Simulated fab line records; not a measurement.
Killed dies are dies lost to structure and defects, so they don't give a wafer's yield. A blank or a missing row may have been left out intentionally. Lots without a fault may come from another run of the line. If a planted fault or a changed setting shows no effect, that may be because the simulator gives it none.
Which of the tools did it? | flow gf180mcu | 10 lots, 30 wafers sampled, at 6 steps of a route of 602

## WHAT THE GAUGES SHOWED, per wafer
GF_SALICIDE_RS_MEAS_04: a four-point-probe measurement.
lot  | measured     | on            | SALICIDE_TIN_RS (ohm/sq)
L499 | day 15 07:29 | film-metro-04 | 16.8 16.8 16.7
L500 | day 15 17:37 | film-metro-04 | 17.0 17.1 16.5
L501 | day 16 08:19 | film-metro-01 | 16.3 16.8 16.6
L507 | day 18 11:28 | film-metro-04 | 16.0 16.4 15.8
L509 | day 19 04:22 | film-metro-04 | 16.2 16.0 16.5
L515 | day 21 05:26 | film-metro-03 | 16.6 16.3 16.3
L516 | day 21 12:18 | film-metro-03 | 16.3 16.3 16.4
L517 | day 21 21:12 | film-metro-03 | 16.1 16.4 16.0
L520 | day 22 22:01 | film-metro-04 | 17.0 16.8 17.1
L521 | day 23 02:22 | film-metro-04 | 16.5 16.1 16.5

GF_M1_RS_MEAS_05: a four-point-probe measurement.
lot  | measured     | on            | M1_ALCU_RS (ohm/sq)
L499 | day 16 08:00 | film-metro-02 | 0.0705 0.0699 0.0703
L500 | day 16 18:38 | film-metro-01 | 0.0699 0.0699 0.0704
L501 | day 17 09:27 | film-metro-01 | 0.0697 0.0689 0.0692
L507 | day 19 13:46 | film-metro-01 | 0.0702 0.0690 0.0701
L509 | day 20 07:21 | film-metro-02 | 0.0702 0.0702 0.0701
L515 | day 22 07:58 | film-metro-02 | 0.0861 0.0876 0.0878
L516 | day 22 14:01 | film-metro-03 | 0.0694 0.0696 0.0699
L517 | day 22 23:04 | film-metro-03 | 0.0853 0.0858 0.0831
L520 | day 23 23:35 | film-metro-01 | 0.0696 0.0689 0.0702
L521 | day 24 03:17 | film-metro-03 | 0.0700 0.0705 0.0700

GF_M1_THK_MEAS_06: measures by xrf.
lot  | measured     | on            | M1_ALCU_THK (nm)
L499 | day 16 08:06 | film-metro-02 | 445 449 446
L500 | day 16 18:45 | film-metro-01 | 450 451 448
L501 | day 17 09:34 | film-metro-01 | 452 458 456
L507 | day 19 13:53 | film-metro-01 | 449 458 448
L509 | day 20 07:27 | film-metro-02 | 447 442 446
L515 | day 22 08:05 | film-metro-02 | 362 359 357
L516 | day 22 14:07 | film-metro-03 | 451 447 448
L517 | day 22 23:11 | film-metro-03 | 369 366 376
L520 | day 23 23:41 | film-metro-01 | 449 459 446
L521 | day 24 03:23 | film-metro-03 | 450 447 449

## WHICH TOOL RAN EACH LOT (tool, then ch and the chambers of the sampled wafers, then the start)
lot  | GF_SALICIDE_RTA_06               | GF_SALICIDE_RTA_08               | GF_M1_SPUTTER_02
L499 | rtp-anneal-01 ch 0, day 15 07:39 | rtp-anneal-02 ch 0, day 15 07:50 | pvd-sputter-04, day 16 07:52
L500 | rtp-anneal-01 ch 0, day 15 17:48 | rtp-anneal-02 ch 0, day 15 17:59 | pvd-sputter-04, day 16 18:32
L501 | rtp-anneal-01 ch 0, day 16 08:29 | rtp-anneal-02 ch 0, day 16 08:41 | pvd-sputter-01, day 17 09:22
L507 | rtp-anneal-02 ch 0, day 18 11:38 | rtp-anneal-01 ch 0, day 18 11:50 | pvd-sputter-02, day 19 13:40
L509 | rtp-anneal-02 ch 0, day 19 04:32 | rtp-anneal-01 ch 0, day 19 04:44 | pvd-sputter-04, day 20 07:13
L515 | rtp-anneal-01 ch 0, day 21 05:37 | rtp-anneal-02 ch 0, day 21 05:49 | pvd-sputter-04, day 22 07:52
L516 | rtp-anneal-01 ch 0, day 21 12:28 | rtp-anneal-02 ch 0, day 21 12:40 | pvd-sputter-01, day 22 13:53
L517 | rtp-anneal-02 ch 0, day 21 21:23 | rtp-anneal-01 ch 0, day 21 21:35 | pvd-sputter-04, day 22 22:58
L520 | rtp-anneal-02 ch 0, day 22 22:11 | rtp-anneal-01 ch 0, day 22 22:23 | pvd-sputter-02, day 23 23:28
L521 | rtp-anneal-02 ch 0, day 23 02:32 | rtp-anneal-01 ch 0, day 23 02:45 | pvd-sputter-02, day 24 03:10
- GF_SALICIDE_RTA_06: time 30 s.
- GF_SALICIDE_RTA_08: time 30 s.
- GF_M1_SPUTTER_02: material AlCu, target thk 450 nm, time 23.9 s.

## AS READ BY THE TOOLS THEMSELVES (means over the sampled wafers that have a number; for cases with no such wafer, the mark the record gives instead)
GF_SALICIDE_RTA_06.
lot  | tool          | anneal-temp-c-max | lamp-power-pct (%) | wafer_temp_C_max
L499 | rtp-anneal-01 | 532.3             | 5.82               | 532.1
L500 | rtp-anneal-01 | 532.2             | 5.83               | 531.7
L501 | rtp-anneal-01 | 532.3             | 5.82               | 532.0
L507 | rtp-anneal-02 | 533.7             | 5.65               | 532.0
L509 | rtp-anneal-02 | 533.5             | 5.65               | 531.8
L515 | rtp-anneal-01 | 531.9             | 5.82               | 531.6
L516 | rtp-anneal-01 | 532.6             | 5.82               | 532.0
L517 | rtp-anneal-02 | 534.6             | 5.64               | 531.9
L520 | rtp-anneal-02 | 535.6             | 5.65               | 531.8
L521 | rtp-anneal-02 | 533.5             | 5.65               | 531.9

GF_SALICIDE_RTA_08.
lot  | tool          | anneal-temp-c-max | lamp-power-pct (%) | wafer_temp_C_max
L499 | rtp-anneal-02 | 806.3             | 15.68              | 802.1
L500 | rtp-anneal-02 | 805.2             | 15.68              | 802.9
L501 | rtp-anneal-02 | 807.2             | 15.68              | 802.9
L507 | rtp-anneal-01 | 803.8             | 16.17              | 802.5
L509 | rtp-anneal-01 | 803.4             | 16.17              | 803.5
L515 | rtp-anneal-02 | 806.4             | 15.68              | 802.8
L516 | rtp-anneal-02 | 806.8             | 15.69              | 803.1
L517 | rtp-anneal-01 | 803.3             | 16.17              | 803.8
L520 | rtp-anneal-01 | 803.2             | 16.16              | 803.6
L521 | rtp-anneal-01 | 803.9             | 16.15              | 803.6

GF_M1_SPUTTER_02.
lot  | tool           | cathode-dc-power-W (W) | throttle-valve-pct (%)
L499 | pvd-sputter-04 | 10599                  | 30.1
L500 | pvd-sputter-04 | 10602                  | 30.6
L501 | pvd-sputter-01 | 10601                  | 30.7
L507 | pvd-sputter-02 | 10601                  | 30.6
L509 | pvd-sputter-04 | 10600                  | 30.2
L515 | pvd-sputter-04 | 10599                  | 30.1
L516 | pvd-sputter-01 | 10602                  | 31.1
L517 | pvd-sputter-04 | 10598                  | 30.2
L520 | pvd-sputter-02 | 10599                  | 30.5
L521 | pvd-sputter-02 | 10600                  | 31.4

## THE ANSWER, worked out from the rows above alone
Rule: the usual values come from the lots themselves. The widest of any qualifying gaps counts: lots, ordered by their means at a reading, are off when they make up no more than a third of the lots, leave a main group of 4 or more, and stand apart from it by 3 or more times the standard deviation of that group's means. Not used: any main group whose means are identical at the precision the tables above print for the reading. A lot without any number at a reading at which 4 lots or more have one is off too. The other lots that the step has rows for count as sound. Order of review: gauges by route order, followed by the tools' own readings, for which a lot's mean as printed above is used. At the first step where some lot is off, the reading lying furthest off is the one used; lots without a number count as furthest.
Off: at GF_M1_RS_MEAS_05 (M1_ALCU_RS), L515, L517. For the main group the mean is 0.0699 ohm/sq and the standard deviation 0.00033.
If a tool, at a process step before that reading, ran all the lots that are off and no sound lot after the first of them, it fits. Those tools and the gauges at GF_M1_RS_MEAS_05 are tried in the same way. One fits: pvd-sputter-04 at GF_M1_SPUTTER_02. Its last sound lot is L509 (day 20 07:13), its first lot that is off L515 (day 22 07:52): a fault that began between those two fits.

## WHAT WAS PUT IN BY THE SIMULATOR
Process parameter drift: pvd-sputter-04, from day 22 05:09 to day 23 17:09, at GF_M1_SPUTTER_02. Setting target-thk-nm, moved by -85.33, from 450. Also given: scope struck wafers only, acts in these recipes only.
Shown lots that were struck: L515, L517. Same finding as the rule above.
